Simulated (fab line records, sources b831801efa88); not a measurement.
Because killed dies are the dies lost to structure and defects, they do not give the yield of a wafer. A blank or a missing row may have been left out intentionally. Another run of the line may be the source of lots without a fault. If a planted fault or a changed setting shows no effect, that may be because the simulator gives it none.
fab line records -- flow sky130
record: lots: 11, wafers: 33, last-day: 50
route steps=708 shown FIELD_ISO@15 VT_ADJUST_LVTN@117 VT_ADJUST_NCORE@128 LDD_N@244
lots untouched by any fault: they come from a run of this same line in which no faults occurred
start-h: the number of hours between the record's first day and the start of the first shown wafer of the lot -- wait-h: hours elapsed since this lot's preceding step -- " identical to the entry in the row above -- L1.1+2: a row that stands for several wafers -- - no value, or no start was given -- * or withheld: withheld -- < > ~ a bound
route shown NAME@n: names a module that has steps shown in the file, with the first one's number in the route -- usual: mean/standard deviation taken from wafers without a fault -- same: alike in all rows -- chamber/n: place in a boat -- sites: the reading at each site -- _std_site: standard deviation of those values -- _edge_site: mean of outer sites minus mean of inner sites -- radius-mm: how far each site lies from the wafer's centre -- mask NAME#n: copy n -- behind: tool/chamber where the wafer was last shaped -- hold: why the lot went on hold/how many hours it stayed there/how the hold came to an end -- device: names the non-switching transistor (n, p or np) -- end of line: tests of these same wafers at the route's end -- for a step that has no rows: nothing shown but its recipe -- killed: dies lost to structure and defects at the first sort, not the wafer's yield -- map: dies across one wafer; x = killed, . = not, _ = none there
set.NAME: the setting the step ran with; set.NAME@STEP: the setting that earlier step ran with -- model.NAME: the simulator's own value behind a step, which no gauge read
the route's steps for a sample of lots (tables are steps, rows are wafers)
services: a tool's chamber out of use, with start hour (start-h, from the record's first day; less than 0 if before it), hours out, and reason
== steps ==
step: SKY_FIELD_ISO_ETCH_14
recipe: chemistry: N2/H2, target: BARC, ion-energy-ev: 200, source-w: 500, bias-w: 100, pressure-mtorr: 30, n2-flow-sccm: 100, h2-flow-sccm: 200, stop-on: SiO2, time-s: 45.9, target-depth-a: 600
usual: drypump-motor-current-A: 5.6/0.44, oes-product-au: 0.855/0.0043, throttle-valve-pct: 13.225/0.0098
lot.wafer,tool,chamber,start-h,wait-h,drypump-motor-current-A,oes-product-au,rf-hours-counter-h,throttle-valve-pct
L590.1,rie-diel-01,3,30.07,0.1,5.7,0.857,47,13.225
L590.3,rie-diel-01,1,30.07,0.1,5.3,0.847,5,13.226
L590.4,rie-diel-01,2,30.07,0.1,6.3,0.857,27,13.224
L591.1,rie-diel-03,3,34.57,0.1,5.1,0.858,41,13.217
L591.2,rie-diel-03,1,34.57,0.1,6.3,0.862,169,13.216
L591.5,rie-diel-03,0,34.57,0.1,5.3,0.859,-,13.221
L596.3,rie-diel-03,3,60.27,0.1,5.1,0.857,41,13.231
L596.4,rie-diel-03,0,60.27,0.1,5.3,0.853,88,13.210
L596.6,rie-diel-03,2,60.27,0.1,6.1,0.862,-,13.225
L597.3,rie-diel-03,2,67.87,0.1,6.1,0.850,152,13.228
L597.4,rie-diel-03,3,67.87,0.1,5.1,0.857,41,13.238
L597.5,rie-diel-03,1,67.87,0.1,6.3,0.857,-,13.217
L600.2,rie-diel-01,2,80.62,0.1,6.3,0.858,28,13.230
L600.3,rie-diel-01,0,80.62,0.1,5.8,0.853,63,13.236
L600.5,rie-diel-01,1,80.62,0.1,5.2,0.851,-,13.220
L601.1,rie-diel-03,0,86.47,0.1,5.3,0.859,88,13.228
L601.2,rie-diel-03,3,86.47,0.1,5.1,0.862,42,13.233
L601.6,rie-diel-03,2,86.47,0.1,6.1,0.853,-,13.221
L603.3,rie-diel-03,2,96.28,0.1,6.1,0.854,153,13.234
L603.4,rie-diel-03,3,96.28,0.1,5.1,0.859,-,13.223
L603.6,rie-diel-03,0,96.28,0.1,5.3,0.866,-,13.217
L605.2,rie-diel-02,1,106.18,0.1,6.0,0.861,1,13.225
L605.3,rie-diel-02,0,106.18,0.1,5.3,0.851,14,13.219
L605.4,rie-diel-02,3,106.18,0.1,5.2,0.851,22,13.215
L609.1,rie-diel-01,3,130.03,0.1,5.6,0.844,49,13.214
L609.3,rie-diel-01,1,130.03,0.1,5.2,0.857,6,13.216
L609.6,rie-diel-01,3,130.03,0.1,5.7,0.864,-,13.223
L612.3,rie-diel-02,2,144.52,0.1,5.3,0.856,43,13.232
L612.4,rie-diel-02,3,144.52,0.1,5.2,0.856,23,13.199
L612.6,rie-diel-02,1,144.52,0.1,6.0,0.857,-,13.211
L613.2,rie-diel-01,0,149.17,0.1,5.8,0.855,64,13.230
L613.3,rie-diel-01,1,149.17,0.1,5.2,0.851,7,13.225
L613.5,rie-diel-01,2,149.17,0.1,6.3,0.852,-,13.209
step: SKY_VT_ADJUST_LVTN_STRIP_20
recipe: chemistry: O2/N2, power-w: 1400, pressure-mtorr: 1500, platen-temp-c: withheld, o2-flow-sccm: 3000, n2-flow-sccm: 300, overash-fraction: 0.5
usual: drypump-motor-current-A: 5.8/0.7, oes-product-au: 0.716/0.0042, strip-time-to-endpoint-s: 14.17/0.044
lot.wafer,tool,chamber,start-h,wait-h,drypump-motor-current-A,oes-product-au,rf-hours-counter-h,strip-time-to-endpoint-s
L590.1,plasma-asher-01,1,163.79,0.1,5.1,0.722,5,14.16
L590.3,plasma-asher-01,1,163.79,0.1,5.1,0.711,-,14.21
L590.4,plasma-asher-01,0,163.79,0.1,6.5,0.714,-,14.19
L591.1,plasma-asher-04,1,167.83,0.1,6.2,0.721,30,14.14
L591.2,plasma-asher-04,0,167.83,0.1,6.4,0.722,30,14.14
L591.5,plasma-asher-04,1,167.83,0.1,6.2,0.714,-,14.14
L596.3,plasma-asher-02,0,199.10,0.1,6.1,0.719,-,14.16
L596.4,plasma-asher-02,1,199.10,0.1,4.8,0.722,-,14.19
L596.6,plasma-asher-02,1,199.10,0.1,4.7,0.713,-,14.20
L597.3,plasma-asher-02,1,210.75,0.1,4.8,0.716,-,14.15
L597.4,plasma-asher-02,0,210.75,0.1,6.1,0.711,-,14.14
L597.5,plasma-asher-02,1,210.75,0.1,4.8,0.717,-,14.17
L600.2,plasma-asher-01,0,226.78,0.1,6.6,0.716,12,14.15
L600.3,plasma-asher-01,0,226.78,0.1,6.5,0.713,-,14.21
L600.5,plasma-asher-01,0,226.78,0.1,6.6,0.721,-,14.21
L601.1,plasma-asher-01,0,238.39,0.1,6.5,0.709,13,14.09
L601.2,plasma-asher-01,1,238.39,0.1,5.1,0.711,13,14.10
L601.6,plasma-asher-01,0,238.39,0.1,6.5,0.721,-,14.09
L603.3,plasma-asher-04,1,258.31,0.1,6.2,0.716,-,14.19
L603.4,plasma-asher-04,0,258.31,0.1,6.4,0.712,-,14.18
L603.6,plasma-asher-04,1,258.31,0.1,6.2,0.723,-,14.20
L605.2,plasma-asher-02,0,265.94,0.1,6.1,0.716,61,14.22
L605.3,plasma-asher-02,1,265.94,0.1,4.8,0.713,-,14.27
L605.4,plasma-asher-02,0,265.94,0.1,6.1,0.709,-,14.21
L609.1,plasma-asher-02,0,296.58,0.1,6.1,0.712,64,14.21
L609.3,plasma-asher-02,0,296.58,0.1,6.1,0.721,-,14.21
L609.6,plasma-asher-02,1,296.58,0.1,4.8,0.717,-,14.22
L612.3,plasma-asher-01,0,313.15,0.1,6.6,0.716,-,14.14
L612.4,plasma-asher-01,1,313.15,0.1,5.0,0.721,-,14.14
L612.6,plasma-asher-01,1,313.15,0.1,5.1,0.721,-,14.10
L613.2,plasma-asher-01,1,322.36,0.1,5.1,0.713,21,14.21
L613.3,plasma-asher-01,1,322.36,0.1,5.0,0.719,-,14.21
L613.5,plasma-asher-01,0,322.36,0.1,6.6,0.714,-,14.21
step: SKY_VT_ADJUST_NCORE_IMPLANT_09
recipe: species: B, energy-kev: 10, dose-cm2: 2.4e+12, tilt-deg: withheld
usual: dose-ions-cm2: 2.3997e+12/2.4e+09, faraday-current-uA: 13.56/0.27
same: implant-ion-amu: 11
lot.wafer,tool,chamber,start-h,wait-h,dose-ions-cm2,faraday-current-uA
L590.1,implanter-02,0,185.20,0.0,2.4031e+12,14.16
L590.3,implanter-02,0,185.20,0.0,2.406e+12,13.20
L590.4,implanter-02,0,185.20,0.0,2.4033e+12,13.50
L591.1,implanter-04,0,188.85,0.0,2.3971e+12,14.08
L591.2,implanter-04,0,188.85,0.0,2.4009e+12,13.67
L591.5,implanter-04,0,188.85,0.0,2.3983e+12,13.06
L596.3,implanter-01,0,221.40,0.1,2.3956e+12,13.34
L596.4,implanter-01,0,221.40,0.1,2.4008e+12,13.73
L596.6,implanter-01,0,221.40,0.1,2.3991e+12,13.89
L597.3,implanter-01,0,233.03,0.1,2.3991e+12,13.81
L597.4,implanter-01,0,233.03,0.1,2.3992e+12,13.36
L597.5,implanter-01,0,233.03,0.1,2.3984e+12,13.28
L600.2,implanter-01,0,249.93,0.0,2.0599e+12,11.96
L600.3,implanter-01,0,249.93,0.0,2.0614e+12,11.97
L600.5,implanter-01,0,249.93,0.0,2.0604e+12,11.48
L601.1,implanter-01,0,262.32,0.0,2.062e+12,11.60
L601.2,implanter-01,0,262.32,0.0,2.0625e+12,11.64
L601.6,implanter-01,0,262.32,0.0,2.0623e+12,11.90
L603.3,implanter-01,0,282.23,0.1,2.0614e+12,11.89
L603.4,implanter-01,0,282.23,0.1,2.0626e+12,11.56
L603.6,implanter-01,0,282.23,0.1,2.0601e+12,11.35
L605.2,implanter-04,0,290.58,0.0,2.4002e+12,13.63
L605.3,implanter-04,0,290.58,0.0,2.3979e+12,13.91
L605.4,implanter-04,0,290.58,0.0,2.3963e+12,13.96
L609.1,implanter-02,0,321.73,0.0,2.3967e+12,13.57
L609.3,implanter-02,0,321.73,0.0,2.4008e+12,13.13
L609.6,implanter-02,0,321.73,0.0,2.4001e+12,14.07
L612.3,implanter-02,0,338.72,0.1,2.4005e+12,13.66
L612.4,implanter-02,0,338.72,0.1,2.4005e+12,13.63
L612.6,implanter-02,0,338.72,0.1,2.4018e+12,13.39
L613.2,implanter-04,0,347.61,0.0,2.3959e+12,13.78
L613.3,implanter-04,0,347.61,0.0,2.402e+12,13.79
L613.5,implanter-04,0,347.61,0.0,2.3961e+12,13.77
step: SKY_VT_ADJUST_NCORE_TW_MEAS_11
usual: VT_ADJUST_NCORE_TW: 219.6/2.6
lot.wafer,tool,chamber,start-h,wait-h,hold,VT_ADJUST_NCORE_TW
L590.1,film-metro-01,-,185.45,0.1,-,222.5
L590.3,film-metro-01,-,185.45,0.1,-,222.2
L590.4,film-metro-01,-,185.45,0.1,-,222.3
L591.1,film-metro-02,-,189.10,0.1,-,218.3
L591.2,film-metro-02,-,189.10,0.1,-,219.2
L591.5,film-metro-02,-,189.10,0.1,-,218.0
L596.3,film-metro-01,-,221.62,0.1,-,221.7
L596.4,film-metro-01,-,221.62,0.1,-,223.1
L596.6,film-metro-01,-,221.62,0.1,-,221.2
L597.3,film-metro-01,-,233.25,0.1,-,222.6
L597.4,film-metro-01,-,233.25,0.1,-,222.1
L597.5,film-metro-01,-,233.25,0.1,-,221.9
L600.2,film-metro-03,-,250.16,0.1,await-dispo/0.2h/release,205.7
L600.3,film-metro-03,-,250.16,0.1,await-dispo/0.2h/release,207.4
L600.5,film-metro-03,-,250.16,0.1,await-dispo/0.2h/release,206.2
L600.2,film-metro-03,-,250.39,0.2,-,206.4
L600.3,film-metro-03,-,250.39,0.2,-,207.2
L600.5,film-metro-03,-,250.39,0.2,-,207.0
L601.1,film-metro-02,-,262.57,0.1,await-dispo/0.2h/release,206.3
L601.2,film-metro-02,-,262.57,0.1,await-dispo/0.2h/release,206.7
L601.6,film-metro-02,-,262.57,0.1,await-dispo/0.2h/release,207.3
L601.1,film-metro-02,-,262.80,0.2,-,205.7
L601.2,film-metro-02,-,262.80,0.2,-,206.0
L601.6,film-metro-02,-,262.80,0.2,-,206.2
L603.3,film-metro-01,-,282.45,0.1,-,212.1
L603.4,film-metro-01,-,282.45,0.1,-,210.5
L603.6,film-metro-01,-,282.45,0.1,-,211.5
L605.2,film-metro-01,-,290.81,0.1,-,222.2
L605.3,film-metro-01,-,290.81,0.1,-,222.1
L605.4,film-metro-01,-,290.81,0.1,-,223.7
L609.1,film-metro-01,-,321.98,0.1,-,220.9
L609.3,film-metro-01,-,321.98,0.1,-,221.7
L609.6,film-metro-01,-,321.98,0.1,-,220.6
L612.3,film-metro-01,-,338.94,0.1,-,222.4
L612.4,film-metro-01,-,338.94,0.1,-,222.3
L612.6,film-metro-01,-,338.94,0.1,-,222.3
L613.2,film-metro-02,-,347.84,0.1,-,215.8
L613.3,film-metro-02,-,347.84,0.1,-,215.5
L613.5,film-metro-02,-,347.84,0.1,-,215.8
step: SKY_LDD_N_OVL_MEAS_07
usual: LDD_N_OVL: -0.4/1.4
lot.wafer,tool,chamber,start-h,wait-h,LDD_N_OVL[nm]
L590.1,overlay-01,-,404.91,0.1,-1.6
L590.3,overlay-01,-,404.91,0.1,-1.9
L590.4,overlay-01,-,404.91,0.1,-1.7
L591.1,overlay-01,-,405.21,0.1,-0.7
L591.2,overlay-01,-,405.21,0.1,-1.1
L591.5,overlay-01,-,405.21,0.1,-3.4
L596.3,overlay-01,-,453.64,0.1,0.6
L596.4,overlay-01,-,453.64,0.1,-1.1
L596.6,overlay-01,-,453.64,0.1,-1.6
L597.3,overlay-01,-,482.39,0.1,-2.5
L597.4,overlay-01,-,482.39,0.1,-0.8
L597.5,overlay-01,-,482.39,0.1,-2.3
L600.2,overlay-02,-,495.82,0.1,-2.8
L600.3,overlay-02,-,495.82,0.1,-1.1
L600.5,overlay-02,-,495.82,0.1,-1.5
L601.1,overlay-01,-,507.89,0.1,1.9
L601.2,overlay-01,-,507.89,0.1,-1.3
L601.6,overlay-01,-,507.89,0.1,-0.6
L603.3,overlay-01,-,523.16,0.1,1.1
L603.4,overlay-01,-,523.16,0.1,-0.9
L603.6,overlay-01,-,523.16,0.1,-1.8
L605.2,overlay-02,-,535.52,0.1,1.1
L605.3,overlay-02,-,535.52,0.1,-0.1
L605.4,overlay-02,-,535.52,0.1,1.2
L609.1,overlay-01,-,571.61,0.1,-1.5
L609.3,overlay-01,-,571.61,0.1,-0.6
L609.6,overlay-01,-,571.61,0.1,0.0
L612.3,overlay-02,-,591.07,0.1,-0.6
L612.4,overlay-02,-,591.07,0.1,-0.1
L612.6,overlay-02,-,591.07,0.1,-2.8
L613.2,overlay-01,-,599.28,0.1,0.6
L613.3,overlay-01,-,599.28,0.1,0.5
L613.5,overlay-01,-,599.28,0.1,-2.0
== services ==
tool,chamber,start-h,hours,kind
rie-diel-03,0,9.81,9.1,repair
rie-diel-01,-,13.30,4.3,pm
implanter-02,-,19.98,2.1,repair
implanter-01,-,34.22,1.1,repair
implanter-04,-,36.32,6.2,pm
implanter-01,-,55.14,7.5,pm
implanter-04,-,79.45,1.8,repair
rie-diel-03,2,87.74,4.2,repair
plasma-asher-01,-,108.75,9.0,pm
rie-diel-03,0,108.76,5.6,repair
plasma-asher-01,-,111.70,0.6,repair
rie-diel-03,1,118.91,3.4,repair
rie-diel-01,2,124.13,4.0,repair
implanter-04,-,126.91,5.9,repair
plasma-asher-02,-,127.18,10.7,repair
implanter-04,-,170.92,1.7,repair
rie-diel-01,1,173.54,8.0,repair
rie-diel-03,1,182.21,5.8,repair
implanter-04,-,184.43,3.5,repair
rie-diel-03,1,221.30,10.9,repair
implanter-02,-,248.56,3.0,pm
implanter-02,-,265.03,1.5,repair
rie-diel-03,-,273.53,0.7,repair
rie-diel-01,2,299.64,7.2,repair
== key ==
first-sign: step: SKY_VT_ADJUST_NCORE_IMPLANT_09, reading: dose-ions-cm2, direction: down, sigmas: 99+, usual: *, struck: *
effect: step: SKY_VT_ADJUST_NCORE_IMPLANT_09, reading: faraday-current-uA, direction: down, sigmas: 6.9, usual: 13.56, struck: 11.71
effect: step: SKY_VT_ADJUST_NCORE_TW_MEAS_11, reading: visit, direction: added
met-at SKY_VT_ADJUST_NCORE_IMPLANT_09
struck-lots L600,L601,L603
tester-left-out L600,L601,L603
not-acting-at SKY_FIELD_ISO_ETCH_14,SKY_VT_ADJUST_LVTN_STRIP_20,SKY_LDD_N_OVL_MEAS_07
onset-between 233.03 249.93
fault: kind: process-parameter-drift, tool: implanter-01, chamber: -, onset-h: 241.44, steps: SKY_VT_ADJUST_NCORE_IMPLANT_09, channel: dose-cm2, offset: *, shape: step, end-h: 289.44, acts-in: *, stated: *
tester-left-out: of these lots the tester's yield and bins aren't shown, on N5 and GAA mostly nor the transistor test; their killed dies are dies lost to structure and defects alone, not to doping, threshold or leakage, so they don't give the yield
